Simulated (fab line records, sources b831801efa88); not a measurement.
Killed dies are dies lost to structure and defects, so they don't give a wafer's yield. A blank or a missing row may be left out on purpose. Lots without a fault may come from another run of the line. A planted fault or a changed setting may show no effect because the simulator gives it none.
fab line records | flow sky130
record lots=5 wafers=15 last_day=49
route steps=708 shown VIA2@511 METAL3@532 CAPM@537 PAD_OPEN@708
lots that met no fault: from a run of the same line without faults
start_h: hours from the record's first day to the start of the lot's first wafer shown | wait_h: hours since the lot's step before | " the same as in the row above | L1.1+2: a row that stands for several wafers | - no value, or no start given | * or withheld: withheld | < > ~ a bound
route shown NAME@n: a module of which the file shows steps, and the number in the route of the first | usual: mean/standard deviation of fault-free wafers | same: alike in all rows | chamber/n: place in a boat | sites: the reading at each site | _std_site: their standard deviation | _edge_site: outer sites' mean less inner sites' | radius_mm: how far each site lies from the wafer's centre | mask NAME#n: copy n | behind: the tool/chamber that last shaped the wafer | hold: why the lot was held/for how many hours/how that ended | device: the transistor (n, p or np) that didn't switch | end of line: the same wafers' tests at the end of the route | a step without rows: its recipe alone | killed: dies lost to structure and defects at the first sort, not the wafer's yield | map: a wafer's dies, x killed, . not, _ none there
set.NAME: the setting as run; set.NAME@STEP: as run at that earlier step | model.NAME: the simulator's own value behind a step, which no gauge read
lots at some steps of the route; a table a step, a row a wafer
services: from which hour (start_h, from the record's first day; less than 0 if before it) a tool's chamber was out of use, for how many hours, and why
## steps
# step SKY_VIA2_DEHYDRATE_04
# recipe temp_c=200 time_s=60
# step SKY_VIA2_HMDS_05
# recipe prime_time_s=60 prime_temp_c=120
# step SKY_VIA2_COAT_06
# recipe resist=BARC temp_c=withheld time_s=withheld spin_rpm=3000 resist_thk_nm=60
# step SKY_VIA2_COAT_07
# recipe resist=KrF-thick spin_rpm=3000 resist_thk_nm=450
# step SKY_VIA2_SOFTBAKE_08
# recipe temp_c=100 time_s=91.75 resist=KrF-thick
# step SKY_VIA2_EXPOSE_09
# recipe mask_id=VIM2 na=0.8 source_shape=annular sigma_inner=0.55 sigma_outer=0.85 target_cd_nm=200 dose_mj=38
# step SKY_VIA2_PEB_10
# recipe peb_temp_c=withheld peb_time_s=withheld resist=KrF-thick
# step SKY_VIA2_DEVELOP_11
# recipe develop_time_s=60 resist=KrF-thick dev_temp_c=21
# step SKY_VIA2_ETCH_14
# recipe chemistry=N2/H2 target=BARC ion_energy_ev=200 source_w=500 bias_w=100 pressure_mtorr=30 n2_flow_sccm=100 h2_flow_sccm=200 stop_on=SiO2 time_s=45.9 target_depth_a=600
# step SKY_VIA2_ETCH_15
# recipe target=SiO2 chemistry=C4F8/O2/Ar target_depth_nm=546 stop_on=TiN mask_material=KrF-thick source_w=1500 bias_w=1200 pressure_mtorr=40 c4f8_flow_sccm=withheld O2_flow_sccm=6 Ar_flow_sccm=300 time_s=84
# step SKY_VIA2_STRIP_16
# recipe chemistry=O2/N2 power_w=1400 pressure_mtorr=1500 platen_temp_c=withheld o2_flow_sccm=3000 n2_flow_sccm=300 overash_fraction=0.5
# usual drypump_motor_current_A=5.8/0.53 oes_product_au=0.399/0.0041 strip_time_to_endpoint_s=4.055/0.022
# columns lot.wafer tool chamber start_h wait_h drypump_motor_current_A oes_product_au rf_hours_counter_h strip_time_to_endpoint_s
L983.1 plasma_asher-01 0 840.49 0.0 5.4 0.398 8 4.039
L983.4 " 0 " " 5.4 0.399 - 4.046
L983.6 " 0 " " 5.4 0.403 - 4.019
L989.1 plasma_asher-02 0 892.86 0.0 5.0 0.400 73 4.091
L989.3 " 0 " " 5.0 0.397 - 4.068
L989.5 " 1 " " 6.2 0.406 - 4.075
L999.1 plasma_asher-02 1 981.14 0.0 6.2 0.400 82 4.055
L999.2 " 0 " " 5.0 0.399 82 4.056
L999.3 " 1 " " 6.2 0.399 - 4.067
L101.1 plasma_asher-02 1 982.29 0.0 6.2 0.397 82 4.074
L101.2 " 0 " " 5.0 0.400 82 4.034
L101.3 " 0 " " 5.0 0.396 - 4.042
L998.1 plasma_asher-02 1 982.92 0.0 6.2 0.404 82 4.037
L998.3 " 0 " " 5.0 0.399 - 4.068
L998.6 " 1 " " 6.2 0.407 - 4.077
# step SKY_VIA2_STRIP_17
# recipe chemistry=post_etch_residue_remover time_s=1200 temp_c=72.5
# step SKY_VIA2_CLEAN_18
# recipe chemistry=IPA time_s=180 temp_c=25
# step SKY_VIA2_CLEAN_19
# recipe chemistry=O3/DIW dry=n2_spin
# step SKY_VIA2_SPUTTER_20
# recipe material=TiN target_thk_nm=20 chamber_pressure_pa=5 power_w=4000 time_s=80
# step SKY_VIA2_CVD_21
# recipe material=W target_thk_nm=420 time_s=126.4 temp_c=400 pressure_torr=40
# step SKY_VIA2_CMP_24
# recipe stop_on=SiO2 t_overpolish_s=20 down_force_psi=3.5 platen_rpm=60 target_thk_nm=0 pad_velocity_m_s=0.94248
# step SKY_METAL3_SPUTTER_00
# recipe material=Ti target_thk_nm=15 power_w=3000 time_s=10 chamber_pressure_pa=0.4
# step SKY_METAL3_SPUTTER_01
# recipe material=TiN target_thk_nm=20 power_w=6500 time_s=16.7 chamber_pressure_pa=0.4
# step SKY_METAL3_SPUTTER_02
# recipe material=AlCu target_thk_nm=735 power_w=10600 time_s=39.1 chamber_pressure_pa=0.4
# step SKY_METAL3_SPUTTER_03
# recipe material=Ti target_thk_nm=5 power_w=3000 time_s=3.3 chamber_pressure_pa=0.4
# step SKY_METAL3_SPUTTER_04
# recipe material=TiN target_thk_nm=70 power_w=6500 time_s=58.3 chamber_pressure_pa=0.4
# step SKY_CAPM_CVD_00
# recipe material=SiO2 target_thk_nm=15.5 temp_c=400 time_s=withheld rf_w=450
# step SKY_CAPM_SPUTTER_02
# recipe material=TiN target_thk_nm=200 temp_c=300 power_w=6500 time_s=166.7 chamber_pressure_pa=0.4
# step SKY_CAPM_DEHYDRATE_05
# recipe temp_c=200 time_s=60
# step SKY_CAPM_HMDS_06
# recipe prime_time_s=60 prime_temp_c=120
# step SKY_CAPM_COAT_07
# recipe resist=NOVOLAK spin_rpm=3000 resist_thk_nm=1140
# step SKY_CAPM_SOFTBAKE_08
# recipe temp_c=90 time_s=60 resist=NOVOLAK
# step SKY_CAPM_EXPOSE_09
# recipe mask_id=CAPM na=0.6 source_shape=conventional sigma_outer=0.6 polarization=unpolarized target_cd_nm=1000 dose_mj=159
# step SKY_CAPM_PEB_10
# recipe temp_c=withheld time_s=* resist=NOVOLAK
# step SKY_CAPM_DEVELOP_11
# recipe resist=NOVOLAK developer=TMAH develop_time_s=58.01 dev_temp_c=23
# step SKY_CAPM_METAL_ETCH_13
# recipe target_depth_nm=220 stop_on=SiO2 chemistry=Cl2/BCl3 target=TiN pressure_mtorr=10 icp_w=900 bias_w=48.5 Cl2_flow_sccm=60 bcl3_flow_sccm=30 time_s=62.9
# step SKY_CAPM_STRIP_14
# recipe chemistry=O2/N2 power_w=1400 pressure_mtorr=1500 platen_temp_c=withheld o2_flow_sccm=3000 n2_flow_sccm=300 overash_fraction=0.5
# step SKY_CAPM_STRIP_15
# recipe chemistry=post_etch_residue_remover time_s=1200 temp_c=72.5
# step SKY_PAD_OPEN_PROBE_99
# usual defect_limited_yield=82.5/2.1 killed_at_M0_to_M3=43/6.8 killed_at_M4_up=3.2/1.7 killed_at_contacts=24/5.6 killed_at_front_end=15/4.7 killed_at_other=0.3/0.59 killed_dies=86/10 killed_on_rim=16/4 killed_open=47/6.8 killed_short=39/6.4 sort_bin_3_pad_short=0.9/0.42 sort_bin_5_function=10.5/1.6 sort_bin_6_memory=6.2/1.1 sort_n_pass=406/10 sort_yield_pct=82.5/2.1
# same gross_dies=492 killed_at_back_side=0 sort_bin_4_leakage[%]=0 sort_bin_8_speed[%]=0
# columns lot.wafer tool chamber start_h wait_h defect_limited_yield[%] killed_at_M0_to_M3 killed_at_M4_up killed_at_contacts killed_at_front_end killed_at_other killed_dies killed_on_rim killed_open killed_short sort_bin_3_pad_short[%] sort_bin_5_function[%] sort_bin_6_memory[%] sort_n_pass sort_yield_pct[%] model.etest.tester.sort_n_pass model.etest.tester.sort_yield_pct model.etest.tester.sort_bin_5_pct model.etest.tester.sort_bin_3_pct
L999.1 prober-01 - 1178.98 0.1 81.3 63 1 16 12 0 92 22 38 32 2.8 10.0 5.9 400 81.3 400 81.3 9.959 2.846
L999.2 prober-01 - 1179.03 0.1 79.1 68 2 17 16 0 103 22 29 35 3.7 12.4 4.9 389 79.1 389 79.06 12.4 3.659
L999.3 prober-01 - 1179.08 0.2 79.3 62 3 28 8 1 102 26 42 36 2.6 10.2 7.9 390 79.3 390 79.27 10.16 2.642
L101.1 prober-02 - 1180.56 0.1 79.9 61 2 19 16 1 99 24 35 42 2.2 12.0 5.9 393 79.9 393 79.88 11.99 2.236
L101.2 prober-02 - 1180.61 0.1 78.7 77 1 12 15 0 105 23 27 29 4.9 12.2 4.3 387 78.7 387 78.66 12.2 4.878
L101.3 prober-02 - 1180.66 0.2 73.4 85 2 30 14 0 131 26 43 40 3.9 15.4 7.3 361 73.4 361 73.37 15.45 3.862
L998.1 prober-01 - 1182.06 0.1 82.5 53 3 22 8 0 86 20 37 28 2.0 10.4 5.1 406 82.5 406 82.52 10.37 2.033
L998.3 prober-01 - 1182.16 0.2 74.6 90 1 21 13 0 125 24 42 35 5.3 13.0 7.1 367 74.6 367 74.59 13.01 5.285
L998.6 prober-01 - 1182.31 0.2 79.5 62 2 26 11 0 101 28 35 45 2.4 12.6 5.5 391 79.5 391 79.47 12.6 2.439
# killed by level:class
L999.1 VIA2:unspecified=22 VIA3:geometric_particle:open=9 CONTACT:geometric_particle:open=8 VIA1:geometric_particle:short=5 METAL1:geometric_particle:short=5 POLY_GATE:geometric_particle:open=4 VIA1:geometric_particle:open=4 METAL2:geometric_particle:short=4
L999.2 VIA2:unspecified=39 CONTACT:geometric_particle:short=6 POLY_GATE:geometric_particle:short=6 FIELD_ISO:geometric_particle:short=5 CONTACT:geometric_particle:open=5 VIA1:geometric_particle:open=5 FIELD_ISO:geometric_particle:open=4 VIA2:geometric_particle:open=4
L999.3 VIA2:unspecified=24 LI_CONTACT:geometric_particle:open=10 CONTACT:geometric_particle:open=9 METAL1:geometric_particle:short=6 VIA1:geometric_particle:open=6 METAL2:geometric_particle:short=6 VIA2:geometric_particle:short=5 VIA2:geometric_particle:open=5
L101.1 VIA2:unspecified=21 METAL2:geometric_particle:short=10 CONTACT:geometric_particle:open=8 VIA1:geometric_particle:open=8 VIA3:geometric_particle:open=7 FIELD_ISO:geometric_particle:short=4 POLY_GATE:geometric_particle:short=4 VIA2:geometric_particle:open=4
L101.2 VIA2:unspecified=49 VIA1:geometric_particle:open=7 FIELD_ISO:geometric_particle:short=4 METAL1:geometric_particle:short=4 METAL2:geometric_particle:short=4 POLY_GATE:geometric_particle:open=3 LI_CONTACT:geometric_particle:open=3 CONTACT:geometric_particle:open=3
L101.3 VIA2:unspecified=48 CONTACT:geometric_particle:open=9 LI_CONTACT:geometric_particle:open=7 POLY_GATE:geometric_particle:short=6 LI_CONTACT:geometric_particle:short=6 VIA3:geometric_particle:open=6 VIA3:geometric_particle:short=5 LOCAL_INTERCONNECT:geometric_particle:short=4
L998.1 VIA2:unspecified=21 CONTACT:geometric_particle:open=9 VIA1:geometric_particle:open=5 VIA2:geometric_particle:open=5 METAL1:geometric_particle:short=5 LI_CONTACT:geometric_particle:open=4 LI_CONTACT:geometric_particle:short=4 VIA1:geometric_particle:short=4
L998.3 VIA2:unspecified=48 VIA1:geometric_particle:open=7 CONTACT:geometric_particle:open=7 VIA3:geometric_particle:open=7 METAL1:geometric_particle:short=6 METAL2:geometric_particle:short=6 LI_CONTACT:geometric_particle:open=5 LOCAL_INTERCONNECT:geometric_particle:short=5
L998.6 VIA2:unspecified=21 CONTACT:geometric_particle:open=10 VIA1:geometric_particle:short=9 LI_CONTACT:geometric_particle:open=7 METAL1:geometric_particle:short=7 POLY_GATE:geometric_particle:short=5 VIA2:geometric_particle:short=5 LOCAL_INTERCONNECT:geometric_particle:short=5
# map L998.3 (x killed, . not)
__________.....x...._________
________.........x..xx_______
______x...x............._____
_____.x..................____
____...........xx.x...x...___
___..x......x.x....xx......__
__......x...x.....x.....x..._
_..........x......x..x.x.x...
_..x...........x..........xx.
_....xx......x.........x.....
_.x.x..x.x......x......xx....
_..x.x.....x....x...x....x...
_...x......x...x.......xxxx..
_.......x.x.....x..xxxxxxxxx.
_...x..x..........xxxxxxxxxxx
__..xx...x.....x....xxxxxxxx_
___x....x.......x..xxxxxxxx__
____.....x...........xxxxx___
_____..............xx.xxx____
______..xx.....x..x.x.xx_____
________x..x.........x_______
__________.x.x.x...._________
# map L999.2 (x killed, . not)
__________....x....._________
________......x......._______
______.xx........x...x.._____
_____............x.......____
____....................x.___
___........x.xx......x....x__
__..................x.x....._
_x.x...x................xx.x.
_.x...x....................x.
_.x.x...............x....x...
_.....x..............x...x...
_.......xx............xx....x
_......x........x...x..x..x..
_........x......x..x.xxxxxxx.
_...x.x..............xxxxxxxx
__.........x.........xxxxxxx_
___.........xx....xxxxxxxxx__
____.......x..xx...x.xxxxx___
_____..xx......x...xxxxxx____
______.x...............x_____
________.....x....x..._______
__________......x..._________
## services
# columns tool chamber start_h hours kind
plasma_asher-01 - 887.01 5.1 repair
plasma_asher-01 - 938.58 1.5 repair
plasma_asher-01 - 981.27 4.0 pm
## key
first_sign step=SKY_PAD_OPEN_PROBE_99 reading=sort_bin_3_pad_short direction=up sigmas=5.8 usual=0.9 struck=3.3
effect step=SKY_PAD_OPEN_PROBE_99 reading=killed_at_M0_to_M3 direction=up sigmas=3.8 usual=43 struck=69
model_effect step=SKY_PAD_OPEN_PROBE_99 value=etest.tester.sort_n_pass without=415.6 struck=387.1
met_at SKY_VIA2_STRIP_16
struck_wafers L998.1,L998.3,L998.6,L999.1,L999.2,L999.3,L101.1,L101.2,L101.3
onset_between 892.86 981.14
also_fits time
fault kind=chamber_particle_source tool=plasma_asher-02 chamber=- onset_h=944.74 steps=SKY_VIA2_STRIP_16 rate_per_visit_cm2=1.4407 end_h=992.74
